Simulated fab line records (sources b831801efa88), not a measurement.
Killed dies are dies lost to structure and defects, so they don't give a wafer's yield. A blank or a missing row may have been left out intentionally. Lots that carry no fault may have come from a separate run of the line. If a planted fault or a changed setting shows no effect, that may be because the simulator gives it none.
fab line records ; flow sky130
record: lots: 13; wafers: 39; lastDay: 51
route steps=708 shown VT_ADJUST_NCORE@127 SONOS_ONO@170 GATE_OXIDE@201 PAD_OPEN@708
lots that met no fault: taken from a fault-free run of the same line
startH: start of the lot's first displayed wafer, in hours after the record's first day ; waitH: how many hours have passed since the lot's step before this one ; " unchanged from the row above ; L1.1+2: several wafers, shown together as one row ; - no value, or no start was given ; * or withheld: withheld ; < > ~ a bound
route shown NAME@n: NAME is a module with steps in the file, n the number in the route of the first one ; usual: average and standard deviation across the fault-free wafers ; same: alike in all rows ; chamber/n: place in a boat ; sites: the reading at each site ; _std_site: the standard deviation of these ; _edge_site: outer sites' mean less inner sites' ; radiusMm: for every site, how far away it sits from the centre of the wafer ; mask NAME#n: copy n ; behind: the last tool/chamber to shape the wafer ; hold: the reason the lot was held/the length of the hold in hours/how it ended ; device: the transistor (n, p or np) that didn't switch ; end of line: the same wafers' tests at the end of the route ; where a step has no rows: the recipe by itself ; killed: dies lost to structure and defects at the first sort, not the wafer's yield ; map: per-die view of a wafer (x killed, . not killed, _ where there is no die)
set.NAME: the setting as run; set.NAME@STEP: as run at that earlier step ; model.NAME: the simulator's own value behind a step, which no gauge read
route steps across a sampled set of lots; one table per step, one row per wafer
== steps ==
step: SKY_VT_ADJUST_NCORE_OVL_MEAS_08
usual: VT_ADJUST_NCORE_OVL: -1.1/1.5
lot.wafer;tool;chamber;startH;waitH;VT_ADJUST_NCORE_OVL[nm]
L926.2;overlay-02;-;205.44;0.1;-0.4
L926.3;overlay-02;-;205.44;0.1;-2.5
L926.6;overlay-02;-;205.44;0.1;-1.7
L927.1;overlay-02;-;205.84;0.1;-2.7
L927.5;overlay-02;-;205.84;0.1;-3.7
L927.6;overlay-02;-;205.84;0.1;-2.7
L928.1;overlay-01;-;205.98;0.1;-1.2
L928.4;overlay-01;-;205.98;0.1;-2.0
L928.5;overlay-01;-;205.98;0.1;-0.3
L930.3;overlay-02;-;209.95;0.1;-0.7
L930.4;overlay-02;-;209.95;0.1;-1.6
L930.5;overlay-02;-;209.95;0.1;-1.5
L929.2;overlay-01;-;211.04;0.1;1.7
L929.4;overlay-01;-;211.04;0.1;-0.4
L929.5;overlay-01;-;211.04;0.1;0.1
L936.1;overlay-02;-;253.44;0.1;-1.2
L936.2;overlay-02;-;253.44;0.1;1.1
L936.3;overlay-02;-;253.44;0.1;0.1
L942.3;overlay-02;-;304.14;0.1;-0.7
L942.5;overlay-02;-;304.14;0.1;-0.7
L942.6;overlay-02;-;304.14;0.1;-1.0
L943.3;overlay-02;-;304.44;0.1;-1.3
L943.4;overlay-02;-;304.44;0.1;0.5
L943.6;overlay-02;-;304.44;0.1;-2.2
L944.1;overlay-02;-;317.49;0.1;-0.5
L944.2;overlay-02;-;317.49;0.1;-4.2
L944.3;overlay-02;-;317.49;0.1;-0.6
L945.1;overlay-01;-;333.44;0.1;0.9
L945.2;overlay-01;-;333.44;0.1;0.2
L945.3;overlay-01;-;333.44;0.1;0.1
L946.1;overlay-01;-;355.48;0.1;-0.4
L946.3;overlay-01;-;355.48;0.1;0.6
L946.6;overlay-01;-;355.48;0.1;1.8
L947.1;overlay-02;-;367.74;0.1;-1.8
L947.3;overlay-02;-;367.74;0.1;-0.5
L947.4;overlay-02;-;367.74;0.1;-1.1
L948.1;overlay-01;-;369.13;0.1;-0.5
L948.2;overlay-01;-;369.13;0.1;-1.3
L948.4;overlay-01;-;369.13;0.1;1.2
step: SKY_VT_ADJUST_NCORE_TW_MEAS_11
usual: VT_ADJUST_NCORE_TW: 221.0/1.7
lot.wafer;tool;chamber;startH;waitH;VT_ADJUST_NCORE_TW
L926.2;filmMetro-01;-;205.73;0.1;220.8
L926.3;filmMetro-01;-;205.73;0.1;220.2
L926.6;filmMetro-01;-;205.73;0.1;219.6
L927.1;filmMetro-02;-;206.13;0.1;223.4
L927.5;filmMetro-02;-;206.13;0.1;221.9
L927.6;filmMetro-02;-;206.13;0.1;222.8
L928.1;filmMetro-01;-;206.27;0.1;219.7
L928.4;filmMetro-01;-;206.27;0.1;220.1
L928.5;filmMetro-01;-;206.27;0.1;220.3
L930.3;filmMetro-01;-;210.24;0.1;220.9
L930.4;filmMetro-01;-;210.24;0.1;221.5
L930.5;filmMetro-01;-;210.24;0.1;221.3
L929.2;filmMetro-03;-;211.33;0.1;218.4
L929.4;filmMetro-03;-;211.33;0.1;218.1
L929.5;filmMetro-03;-;211.33;0.1;217.9
L936.1;filmMetro-02;-;253.73;0.1;222.0
L936.2;filmMetro-02;-;253.73;0.1;223.8
L936.3;filmMetro-02;-;253.73;0.1;223.5
L942.3;filmMetro-02;-;304.44;0.1;223.2
L942.5;filmMetro-02;-;304.44;0.1;223.6
L942.6;filmMetro-02;-;304.44;0.1;223.6
L943.3;filmMetro-02;-;304.74;0.1;222.3
L943.4;filmMetro-02;-;304.74;0.1;223.6
L943.6;filmMetro-02;-;304.74;0.1;223.7
L944.1;filmMetro-01;-;317.77;0.1;221.1
L944.2;filmMetro-01;-;317.77;0.1;222.9
L944.3;filmMetro-01;-;317.77;0.1;221.2
L945.1;filmMetro-01;-;333.73;0.1;220.6
L945.2;filmMetro-01;-;333.73;0.1;220.8
L945.3;filmMetro-01;-;333.73;0.1;220.9
L946.1;filmMetro-03;-;355.76;0.1;219.4
L946.3;filmMetro-03;-;355.76;0.1;220.0
L946.6;filmMetro-03;-;355.76;0.1;219.5
L947.1;filmMetro-01;-;368.03;0.1;221.1
L947.3;filmMetro-01;-;368.03;0.1;220.4
L947.4;filmMetro-01;-;368.03;0.1;219.3
L948.1;filmMetro-01;-;369.42;0.1;221.0
L948.2;filmMetro-01;-;369.42;0.1;220.6
L948.4;filmMetro-01;-;369.42;0.1;220.8
step: SKY_SONOS_ONO_CVD_02
recipe: material: Si3N4; precursor: DCS/NH3; targetThkNm: 10.5; tempC: 770; timeS: 180; pressureMtorr: 250
usual: pressureMtorr: 250.1/0.51; zonePowerLowerPct: 13.4/1.5
lot.wafer;tool;chamber;startH;waitH;pressureMtorr;zonePowerLowerPct
L926.2;lpcvd-02;1;278.48;0.5;250.5;12.0
L926.3;lpcvd-02;1;278.48;0.5;249.8;12.0
L926.6;lpcvd-02;1;278.48;0.5;250.7;12.0
L927.1;lpcvd-02;0;279.53;1.0;250.0;15.4
L927.5;lpcvd-02;0;279.53;1.0;249.3;15.1
L927.6;lpcvd-02;0;279.53;1.0;250.0;14.8
L928.1;lpcvd-02;1;280.58;0.7;249.6;11.9
L928.4;lpcvd-02;1;280.58;0.7;250.1;11.9
L928.5;lpcvd-02;1;280.58;0.7;250.0;12.1
L929.2;lpcvd-02;1;284.68;0.3;249.6;12.3
L929.4;lpcvd-02;1;284.68;0.3;250.4;12.1
L929.5;lpcvd-02;1;284.68;0.3;250.2;12.1
L930.3;lpcvd-02;0;284.68;1.7;249.8;15.0
L930.4;lpcvd-02;0;284.68;1.7;249.9;15.0
L930.5;lpcvd-02;0;284.68;1.7;249.8;15.1
L936.1;lpcvd-02;0;330.93;0.1;200.9;14.9
L936.2;lpcvd-02;0;330.93;0.1;200.2;14.9
L936.3;lpcvd-02;0;330.93;0.1;200.2;15.0
L942.3;lpcvd-02;1;390.63;1.1;250.5;12.0
L942.5;lpcvd-02;1;390.63;1.1;250.8;11.8
L942.6;lpcvd-02;1;390.63;1.1;250.9;12.0
L943.3;lpcvd-02;1;391.68;0.8;250.0;12.1
L943.4;lpcvd-02;1;391.68;0.8;249.8;12.2
L943.6;lpcvd-02;1;391.68;0.8;249.8;12.0
L944.1;lpcvd-02;1;406.04;1.6;250.2;11.9
L944.2;lpcvd-02;1;406.04;1.6;250.7;12.0
L944.3;lpcvd-02;1;406.04;1.6;250.8;12.1
L945.1;lpcvd-02;1;421.86;0.1;249.3;12.1
L945.2;lpcvd-02;1;421.86;0.1;249.7;12.2
L945.3;lpcvd-02;1;421.86;0.1;250.5;12.3
L946.1;lpcvd-02;0;446.66;0.1;250.6;14.8
L946.3;lpcvd-02;0;446.66;0.1;251.7;14.8
L946.6;lpcvd-02;0;446.66;0.1;249.9;14.7
L947.1;lpcvd-02;0;462.73;0.1;249.3;15.2
L947.3;lpcvd-02;0;462.73;0.1;250.2;14.9
L947.4;lpcvd-02;0;462.73;0.1;250.8;15.1
L948.1;lpcvd-02;1;462.73;0.1;250.3;11.9
L948.2;lpcvd-02;1;462.73;0.1;250.3;12.0
L948.4;lpcvd-02;1;462.73;0.1;250.4;11.8
step: SKY_SONOS_ONO_THK_MEAS_03
recipe: reads: Si3N4_of_SONOS_ONO_CVD_02
usual: SONOS_ONO_CVD_02_THK: 10.47/0.14
lot.wafer;tool;chamber;startH;waitH;hold;SONOS_ONO_CVD_02_THK[nm]
L926.2;filmMetro-01;-;279.54;0.0;-;10.50
L926.3;filmMetro-01;-;279.54;0.0;-;10.47
L926.6;filmMetro-01;-;279.54;0.0;-;10.38
L927.1;filmMetro-03;-;280.58;0.0;-;10.29
L927.5;filmMetro-03;-;280.58;0.0;-;10.36
L927.6;filmMetro-03;-;280.58;0.0;-;10.16
L928.1;filmMetro-02;-;281.63;0.0;-;10.54
L928.4;filmMetro-02;-;281.63;0.0;-;10.51
L928.5;filmMetro-02;-;281.63;0.0;-;10.53
L929.2;filmMetro-02;-;285.74;0.0;-;10.35
L929.4;filmMetro-02;-;285.74;0.0;-;10.41
L929.5;filmMetro-02;-;285.74;0.0;-;10.32
L930.3;filmMetro-03;-;285.75;0.0;-;10.59
L930.4;filmMetro-03;-;285.75;0.0;-;10.52
L930.5;filmMetro-03;-;285.75;0.0;-;10.61
L936.1;filmMetro-01;-;331.98;0.0;awaitDispo/0.2h/release;9.75
L936.2;filmMetro-01;-;331.98;0.0;awaitDispo/0.2h/release;9.80
L936.3;filmMetro-01;-;331.98;0.0;awaitDispo/0.2h/release;9.86
L936.1;filmMetro-01;-;332.21;0.2;-;9.78
L936.2;filmMetro-01;-;332.21;0.2;-;9.83
L936.3;filmMetro-01;-;332.21;0.2;-;9.85
L942.3;filmMetro-01;-;391.70;0.0;-;10.47
L942.5;filmMetro-01;-;391.70;0.0;-;10.58
L942.6;filmMetro-01;-;391.70;0.0;-;10.52
L943.3;filmMetro-03;-;392.75;0.0;-;10.65
L943.4;filmMetro-03;-;392.75;0.0;-;10.69
L943.6;filmMetro-03;-;392.75;0.0;-;10.61
L944.1;filmMetro-03;-;407.09;0.0;-;10.89
L944.2;filmMetro-03;-;407.09;0.0;-;10.63
L944.3;filmMetro-03;-;407.09;0.0;-;10.47
L945.1;filmMetro-02;-;422.91;0.0;-;10.54
L945.2;filmMetro-02;-;422.91;0.0;-;10.63
L945.3;filmMetro-02;-;422.91;0.0;-;10.60
L946.1;filmMetro-01;-;447.71;0.0;-;10.48
L946.3;filmMetro-01;-;447.71;0.0;-;10.50
L946.6;filmMetro-01;-;447.71;0.0;-;10.49
L948.1;filmMetro-02;-;463.78;0.0;-;10.61
L948.2;filmMetro-02;-;463.78;0.0;-;10.61
L948.4;filmMetro-02;-;463.78;0.0;-;10.52
L947.1;filmMetro-02;-;463.84;0.1;-;10.60
L947.3;filmMetro-02;-;463.84;0.1;-;10.43
L947.4;filmMetro-02;-;463.84;0.1;-;10.47
step: SKY_GATE_OXIDE_TW_MEAS_14
usual: GATE_OXIDE_TW: 224.7/1.3
lot.wafer;tool;chamber;startH;waitH;GATE_OXIDE_TW
L926.2;filmMetro-04;-;333.86;0.1;222.1
L926.3;filmMetro-04;-;333.86;0.1;224.2
L926.6;filmMetro-04;-;333.86;0.1;222.0
L927.1;filmMetro-01;-;335.99;0.1;225.8
L927.5;filmMetro-01;-;335.99;0.1;225.7
L927.6;filmMetro-01;-;335.99;0.1;225.1
L928.1;filmMetro-03;-;338.25;0.1;225.3
L928.4;filmMetro-03;-;338.25;0.1;223.8
L928.5;filmMetro-03;-;338.25;0.1;224.6
L930.3;filmMetro-04;-;342.27;0.1;223.3
L930.4;filmMetro-04;-;342.27;0.1;222.2
L930.5;filmMetro-04;-;342.27;0.1;221.4
L929.2;filmMetro-03;-;342.56;0.1;223.7
L929.4;filmMetro-03;-;342.56;0.1;224.7
L929.5;filmMetro-03;-;342.56;0.1;223.8
L936.1;filmMetro-01;-;391.00;0.1;226.9
L936.2;filmMetro-01;-;391.00;0.1;226.6
L936.3;filmMetro-01;-;391.00;0.1;226.7
L942.3;filmMetro-04;-;455.75;0.1;223.1
L942.5;filmMetro-04;-;455.75;0.1;223.0
L942.6;filmMetro-04;-;455.75;0.1;223.5
L943.3;filmMetro-01;-;458.12;0.1;226.4
L943.4;filmMetro-01;-;458.12;0.1;225.3
L943.6;filmMetro-01;-;458.12;0.1;224.8
L944.1;filmMetro-04;-;471.59;0.1;223.6
L944.2;filmMetro-04;-;471.59;0.1;223.3
L944.3;filmMetro-04;-;471.59;0.1;223.7
L945.1;filmMetro-04;-;489.55;0.1;221.5
L945.2;filmMetro-04;-;489.55;0.1;222.8
L945.3;filmMetro-04;-;489.55;0.1;222.1
L946.1;filmMetro-01;-;512.10;0.1;225.2
L946.3;filmMetro-01;-;512.10;0.1;226.3
L946.6;filmMetro-01;-;512.10;0.1;224.7
L948.1;filmMetro-01;-;529.06;0.1;224.9
L948.2;filmMetro-01;-;529.06;0.1;225.9
L948.4;filmMetro-01;-;529.06;0.1;225.5
L947.1;filmMetro-01;-;530.10;0.1;226.2
L947.3;filmMetro-01;-;530.10;0.1;226.7
L947.4;filmMetro-01;-;530.10;0.1;226.4
step: SKY_PAD_OPEN_PROBE_99
usual: killed_at_M0_to_M3: 44/6.8; killed_at_M4_up: 2.9/1.9; killedAtContacts: 24/5.2; killedAtFrontEnd: 16/4.1; killedAtOther: 0.4/0.74; killedDies: 88/9.1; killedOpen: 48/7.2; killedShort: 39/5.6
same: grossDies: 492; killedAtBackSide: 0
lot.wafer;tool;chamber;startH;waitH;killed_at_M0_to_M3;killed_at_M4_up;killedAtContacts;killedAtFrontEnd;killedAtOther;killedDies;killedOpen;killedShort
L929.2;prober-01;-;1099.93;0.1;41;2;24;19;2;88;46;42
L929.4;prober-01;-;1100.03;0.2;56;3;17;10;0;86;47;39
L929.5;prober-01;-;1100.08;0.2;48;3;17;20;1;89;44;45
killed by level:class
L929.2 LI_CONTACT:geometricParticle:open=7 METAL2:geometricParticle:short=7 FIELD_ISO:geometricParticle:open=6 LI_CONTACT:geometricParticle:short=6 VIA1:geometricParticle:open=6 VIA3:geometricParticle:open=6 VIA2:geometricParticle:open=6 CONTACT:geometricParticle:open=5
L929.4 VIA2:geometricParticle:open=13 VIA3:geometricParticle:open=9 METAL1:geometricParticle:short=7 VIA1:geometricParticle:open=7 LOCAL_INTERCONNECT:geometricParticle:short=6 CONTACT:geometricParticle:open=5 METAL2:geometricParticle:short=4 VIA2:geometricParticle:short=4
L929.5 VIA2:geometricParticle:open=11 METAL1:geometricParticle:short=8 VIA3:geometricParticle:open=7 VIA1:geometricParticle:open=6 METAL2:geometricParticle:short=6 FIELD_ISO:geometricParticle:short=4 POLY_GATE:geometricParticle:short=4 LI_CONTACT:geometricParticle:open=4
== key ==
firstSign: step: SKY_SONOS_ONO_CVD_02; reading: pressureMtorr; direction: down; sigmas: 97; usual: 250.1; struck: 200.4
effect: step: SKY_SONOS_ONO_THK_MEAS_03; reading: visit; direction: added
metAt SKY_SONOS_ONO_CVD_02
struckLots L936
struckWafers L936.1,L936.2,L936.3
testerLeftOut L936
notActingAt SKY_VT_ADJUST_NCORE_OVL_MEAS_08,SKY_VT_ADJUST_NCORE_TW_MEAS_11,SKY_GATE_OXIDE_TW_MEAS_14
onsetBetween 284.68 330.93
fault: kind: processParameterDrift; tool: lpcvd-02; chamber: 0; onsetH: 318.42; steps: SKY_SONOS_ONO_CVD_02; channel: pressureMtorr; offset: -50; shape: step; endH: 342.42; actsIn: theseRecipesOnly; stated: 250
testerLeftOut: of these lots the tester's yield and bins aren't shown, on N5 and GAA mostly nor the transistor test; their killed dies are dies lost to structure and defects alone, not to doping, threshold or leakage, so they don't give the yield
